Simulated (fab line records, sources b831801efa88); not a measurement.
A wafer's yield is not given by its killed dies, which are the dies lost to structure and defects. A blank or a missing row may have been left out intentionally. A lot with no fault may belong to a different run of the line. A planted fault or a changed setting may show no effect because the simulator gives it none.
Problem report in the 8D (eight disciplines) form, filled by code ; flow gf180mcu ; the parts of the form that need people (team, actions taken, sign-off) are left out

1. THE PROBLEM
Wafers without a fault read 36.98 s, standard deviation 0.11; strip time to endpoint s at GF_MVPSD_STRIP_10 reads a mean of 35.67 s on 4 wafers belonging to 3 lots. That puts it -12 standard deviations away from the usual mean.
The step: strips in O2/N2.
Seen first at day 6 11:17 on plasma asher-01, wafer L390.5. The record holds 36 wafers of 13 lots with a number at this step. Rule for "out" (also "out of limits"): further than 4 standard deviations from the usual mean. Any other wafer with a number is counted as sound.

2. WHAT IT IS; WHAT IT IS NOT
question;is;is not
which readings at this step;strip time to endpoint s;drypump motor current A, heater power w, n2 flow sccm, oes product au
which lots;L390, L393, L396;L385, L386, L387, L388, L392, L398, L400, L401, L407, L408
which wafers of those lots;L390.5, L393.3, L396.3, L396.5;L390.1, L393.1
read on which tools;plasma asher-01, plasma asher-02;plasma asher-04
when;from day 6 11:17;"up to then (13 sound wafers); but 19 sound wafers of L392, L393, L398, L400, L401, L407, L408 came after"

3. SUSPECTS, AND WHAT RULES EACH OUT
Counting: if a tool at a process step up to the reading ran every lot that is out, it stays a suspect. Sound lots after the first of them don't rule it out here, since some wafers of a struck lot are sound.
- litho track-03 at GF_MVPSD_COAT_02 (resist thk 3000 nm): kept. Every lot that is out went through it, the first being L390 (day 6 03:07); the last sound lot it ran before that was L388 (day 5 10:10).
After counting, what remains is litho track-03 at GF_MVPSD_COAT_02.

4. THE CAUSE (what the simulator had put in)
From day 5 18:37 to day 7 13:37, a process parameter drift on litho track-03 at GF_MVPSD_COAT_02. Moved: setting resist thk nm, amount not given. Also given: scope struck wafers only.
Counting left only this tool.

5. THE CHAIN OF EFFECTS, in route order
Rows list readings where the struck wafers' mean (over those with a number) sits beyond 3 standard deviations from the usual. Scope: only readings with a usual standard deviation given in the record; hours: median across lots of the time from each lot's start at the first step in this table that gives one to its start at this step; sigmas: change in usual standard deviations.
hours;step;reading;usual;on struck wafers;change;sigmas
0;GF_MVPSD_STRIP_10;strip time to endpoint s;36.98 s;35.67;-1.31;-12
It contains these process steps:
- GF_MVPSD_STRIP_10: strips in O2/N2.

6. WHAT WOULD HAVE CAUGHT IT SOONER
17 hours passed between the start of the fault at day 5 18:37 and the first reading out of limits in this record, taken at day 6 11:17.
Among the 3 lots that are out, L393, L396 began GF_MVPSD_COAT_02 on litho track-03 after day 6 11:17. A hold on the tool at that time would have spared those 2.
